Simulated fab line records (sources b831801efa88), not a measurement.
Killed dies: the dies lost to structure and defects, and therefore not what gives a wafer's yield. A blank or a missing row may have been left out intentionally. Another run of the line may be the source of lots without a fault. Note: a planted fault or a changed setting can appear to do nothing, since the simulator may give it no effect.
One fault through the eyes of 2 desks -- flow sfqLine -- what lay behind the numbers comes last; until then each desk has only its own

## AT THE TOOL OWNER'S DESK: lithoTrack-04
The tool's own readings at SFQ_TRILAYER_I2_VIA_LITHO_COAT_067 (resist thk 650 nm): means of the sampled wafers that have a number, for each lot that ran on this tool. Any lot whose mean is over 4 standard deviations away from the usual mean is out of limits and marked OUT; that distance is given in the brackets.
Columns: A = dispensePressureKPa at SFQ_TRILAYER_I2_VIA_LITHO_COAT_067, usual 51.3 kPa; B = resistLineTempC at SFQ_TRILAYER_I2_VIA_LITHO_COAT_067, usual 22.99 C; C = spinSpeedRpm at SFQ_TRILAYER_I2_VIA_LITHO_COAT_067, usual 2999.8 rpm
lot,first seen here,A,B,C
L834,day 16 04:44,51.6,23.03,3000.5
L842,day 32 15:18,51.6,23.08,3002.4
L846,day 35 19:03,51.6,22.97,3000.5
L848,day 35 23:30,51.6,22.98,2999.1
L850,day 36 04:12,51.6,22.96,2938.1 (-34) OUT
L851,day 36 07:03,51.6,22.92,2937.8 (-34) OUT
This desk finds L850, L851 out of limits, L850 being first, at day 36 04:12 (spinSpeedRpm at SFQ_TRILAYER_I2_VIA_LITHO_COAT_067). L834, L842, L846, L848 stayed within limits.

## FROM THE METROLOGY DESK
Lot by lot, what the gauges showed, no matter which tool ran the lot: averages of those sampled wafers that carry a number. Any lot whose mean is over 4 standard deviations away from the usual mean is out of limits and marked OUT; that distance is given in the brackets.
Columns: A = M1_OVL at SFQ_M1_OVL_MEAS_911, usual -2 nm; B = M2_OVL at SFQ_M2_OVL_MEAS_916, usual -1 nm
lot,first seen here,A,B
L834,day 10 20:14,-3,4
L836,day 16 00:20,1,-4
L837,day 16 20:09,-10,-3
L838,day 22 05:32,-10,11
L840,day 23 12:52,-3,-2
L842,day 25 02:04,-15,9
L844,day 26 06:52,2,-1
L846,day 27 16:55,-1,-5
L848,day 28 06:07,-4,-6
L849,day 28 12:07,-12,-4
L850,day 28 14:32,3,3
L851,day 28 15:43,6,2
L853,day 28 21:43,8,-1
L857,day 29 08:32,3,2
This desk's finding: nothing out of limits on any of the 14 lots.

## PUT TOGETHER
At day 36 04:12, on L850, L851, the tool owner's desk was in a position to raise an alarm.
Nothing out of limits was seen by the metrology desk.
The metrology desk has L850, L851 on record, within its limits.
The lots listed all ran SFQ_TRILAYER_I2_VIA_LITHO_COAT_067 on lithoTrack-04.

## WHAT THE SIMULATOR HAD PUT IN
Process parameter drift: lithoTrack-04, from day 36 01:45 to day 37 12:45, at SFQ_TRILAYER_I2_VIA_LITHO_COAT_067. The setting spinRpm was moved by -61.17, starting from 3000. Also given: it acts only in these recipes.
Shown lots that were struck: L850, L851.
Each desk's first reading out of limits, in hours after the fault started: the tool owner's desk, 2.
